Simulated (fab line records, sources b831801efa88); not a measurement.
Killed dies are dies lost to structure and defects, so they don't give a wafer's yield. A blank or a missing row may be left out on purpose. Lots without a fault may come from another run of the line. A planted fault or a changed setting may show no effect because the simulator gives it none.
Which tool did it? | flow gf180mcu | 11 lots, 33 wafers sampled, at 5 steps of a route of 602

WHAT THE GAUGES READ, wafer by wafer
GF_PASSIVATION_THK_MEAS_01.
lot  | measured     | on            | PASSIVATION_CVD_00_THK (nm)
L632 | day 28 13:17 | film_metro-04 | 998 1005 1011
L633 | day 28 16:17 | film_metro-04 | 990 981 985
L634 | day 29 01:20 | film_metro-01 | 995 984 996
L635 | day 29 07:35 | film_metro-02 | 655 656 643
L636 | day 29 16:11 | film_metro-01 | 653 655 1005
L638 | day 30 08:05 | film_metro-04 | 988 967 1002
L647 | day 32 16:48 | film_metro-04 | 999 983 1004
L648 | day 33 03:19 | film_metro-04 | 958 981 985
L651 | day 33 17:29 | film_metro-04 | 988 1009 1005
L652 | day 33 19:59 | film_metro-04 | 995 994 1019
L654 | day 34 08:33 | film_metro-02 | 972 991 1001

WHICH TOOL RAN EACH LOT (tool, then ch and the chambers of the sampled wafers, then the start)
lot  | GF_V3_ETCH_17                                 | GF_M4_SPUTTER_01             | GF_M4_STRIP_17                       | GF_PASSIVATION_CVD_00
L632 | rie_diel-01 ch 0,1,3, day 22 20:55 or earlier | pvd_sputter-01, day 22 20:55 | plasma_asher-03 ch 0,1, day 23 20:20 | pecvd-04 ch 0,1, day 28 13:13
L633 | rie_diel-02 ch 0,3, day 23 03:26 or earlier   | pvd_sputter-01, day 23 03:26 | plasma_asher-03 ch 0,1, day 24 02:28 | pecvd-02 ch 0,2, day 28 16:13
L634 | rie_diel-01 ch 1,2,3, day 23 13:13 or earlier | pvd_sputter-01, day 23 13:13 | plasma_asher-04 ch 0,1, day 24 12:25 | pecvd-02 ch 0,1,2, day 29 01:16
L635 | rie_diel-03 ch 1,2,3, day 23 19:39 or earlier | pvd_sputter-04, day 23 19:39 | plasma_asher-03 ch 0,1, day 24 18:16 | pecvd-02 ch 0,1,2, day 29 07:30
L636 | rie_diel-03 ch 1,3, day 24 07:05 or earlier   | pvd_sputter-01, day 24 07:05 | plasma_asher-04 ch 0,1, day 25 05:34 | pecvd-02 ch 0,2, day 29 16:05
L638 | rie_diel-02 ch 0,1,2, day 24 23:51 or earlier | pvd_sputter-04, day 24 23:51 | plasma_asher-02 ch 0,1, day 25 21:38 | pecvd-04 ch 0,1,2, day 30 07:59
L647 | rie_diel-01 ch 0,2, day 27 21:40 or earlier   | pvd_sputter-04, day 27 21:40 | plasma_asher-03 ch 0,1, day 28 17:31 | pecvd-01 ch 0,1, day 32 16:43
L648 | rie_diel-03 ch 0,3, day 28 08:01 or earlier   | pvd_sputter-01, day 28 08:01 | plasma_asher-03 ch 0,1, day 29 04:08 | pecvd-01 ch 0,1, day 33 03:14
L651 | rie_diel-01 ch 0,3, day 29 01:32 or earlier   | pvd_sputter-02, day 29 01:32 | plasma_asher-03 ch 0,1, day 29 21:38 | pecvd-02 ch 0,1,2, day 33 17:24
L652 | rie_diel-02 ch 0,1,3, day 29 06:08 or earlier | pvd_sputter-04, day 29 06:08 | plasma_asher-03 ch 0,1, day 30 01:02 | pecvd-04 ch 1,2, day 33 19:55
L654 | rie_diel-01 ch 1,2, day 29 20:19 or earlier   | pvd_sputter-02, day 29 20:19 | plasma_asher-03 ch 0,1, day 30 15:23 | pecvd-01 ch 1,2, day 34 08:28
- GF_V3_ETCH_17: etches SiO2 in C4F8/O2/Ar, stops on TiN, target depth 635 nm.
- GF_M4_SPUTTER_01: material TiN, target thk 30 nm, time 25 s.
- GF_M4_STRIP_17: strips in O2/N2.
- GF_PASSIVATION_CVD_00: deposits SiO2 from TEOS, target thk 1000 nm, time 111.95 s.

WHAT THE TOOLS THEMSELVES READ (means of the sampled wafers that have a number; where no wafer has one, the mark that the record gives instead)
GF_V3_ETCH_17.
lot  | tool        | chamber_pressure_mTorr (mTorr) | oes_product_au (a.u.)
L632 | rie_diel-01 | 40.00                          | 0.855
L633 | rie_diel-02 | 39.96                          | 0.855
L634 | rie_diel-01 | 39.96                          | 0.860
L635 | rie_diel-03 | 39.99                          | 0.858
L636 | rie_diel-03 | 39.99                          | 0.859
L638 | rie_diel-02 | 40.00                          | 0.852
L647 | rie_diel-01 | 40.00                          | 0.858
L648 | rie_diel-03 | 39.98                          | 0.854
L651 | rie_diel-01 | 40.01                          | 0.858
L652 | rie_diel-02 | 39.98                          | 0.861
L654 | rie_diel-01 | 39.99                          | 0.856

GF_M4_SPUTTER_01.
lot  | tool           | throttle_valve_pct (%)
L632 | pvd_sputter-01 | 29.4
L633 | pvd_sputter-01 | 29.0
L634 | pvd_sputter-01 | 29.6
L635 | pvd_sputter-04 | 30.8
L636 | pvd_sputter-01 | 29.7
L638 | pvd_sputter-04 | 30.4
L647 | pvd_sputter-04 | 30.9
L648 | pvd_sputter-01 | 30.3
L651 | pvd_sputter-02 | 30.7
L652 | pvd_sputter-04 | 30.4
L654 | pvd_sputter-02 | 30.7

GF_M4_STRIP_17.
lot  | tool            | chamber_pressure_mTorr (mTorr) | drypump_motor_current_A (A) | heater_power_w (W) | oes_product_au (a.u.) | strip_time_to_endpoint_s (s)
L632 | plasma_asher-03 | 1501.3                         | 6.0                         | 387                | 0.556                 | 7.88
L633 | plasma_asher-03 | 1500.1                         | 6.0                         | 386                | 0.561                 | 7.89
L634 | plasma_asher-04 | 1499.1                         | 5.5                         | 329                | 0.566                 | 7.88
L635 | plasma_asher-03 | 1501.0                         | 5.6                         | 361                | 0.563                 | 7.91
L636 | plasma_asher-04 | 1500.6                         | 6.0                         | 321                | 0.557                 | 7.89
L638 | plasma_asher-02 | 1501.7                         | 6.0                         | 324                | 0.554                 | 7.82
L647 | plasma_asher-03 | 1499.6                         | 5.6                         | 361                | 0.559                 | 7.85
L648 | plasma_asher-03 | 1499.9                         | 6.0                         | 380                | 0.557                 | 7.89
L651 | plasma_asher-03 | 1501.3                         | 5.6                         | 362                | 0.555                 | 7.85
L652 | plasma_asher-03 | 1499.3                         | 5.6                         | 360                | 0.562                 | 7.87
L654 | plasma_asher-03 | 1500.8                         | 6.0                         | 381                | 0.555                 | 7.84

GF_PASSIVATION_CVD_00.
lot  | tool     | heater_power_w (W)
L632 | pecvd-04 | 644
L633 | pecvd-02 | 628
L634 | pecvd-02 | 659
L635 | pecvd-02 | 643
L636 | pecvd-02 | 636
L638 | pecvd-04 | 695
L647 | pecvd-01 | 614
L648 | pecvd-01 | 599
L651 | pecvd-02 | 713
L652 | pecvd-04 | 579
L654 | pecvd-01 | 558

THE ANSWER, worked out from the rows above alone
Rule: what is usual is taken from the lots themselves. Put in order of their means at a reading, lots are off if they are a third of the lots or fewer, leave a main group of 4 or more, and stand apart from it by a gap of 3 or more times the standard deviation of the main group's means; of several such gaps the widest counts. A main group whose means are all the same, to the digits that the tables above print for the reading, isn't used. A lot without any number at a reading at which 4 lots or more have one is off too. The other lots that the step has rows for count as sound. The gauges are gone through in route order, then the tools' own readings, and for those a lot's mean is taken as printed above. The first step at which some lot is off is used, and at that step the reading that is off furthest; a lot without a number counts as furthest.
Off: L635, L636, at GF_PASSIVATION_THK_MEAS_01 (PASSIVATION_CVD_00_THK). The main group: mean 992 nm, standard deviation 9.2.
A tool fits if, at a process step before that reading, it ran every lot that is off, and no sound lot after the first of them. The gauges at GF_PASSIVATION_THK_MEAS_01 are tried like those tools. GF_V3_ETCH_17 gives no start for some lots, so the hours and the order of its lots are those of GF_M4_SPUTTER_01. None of those tried fits.

WHAT THE SIMULATOR HAD PUT IN
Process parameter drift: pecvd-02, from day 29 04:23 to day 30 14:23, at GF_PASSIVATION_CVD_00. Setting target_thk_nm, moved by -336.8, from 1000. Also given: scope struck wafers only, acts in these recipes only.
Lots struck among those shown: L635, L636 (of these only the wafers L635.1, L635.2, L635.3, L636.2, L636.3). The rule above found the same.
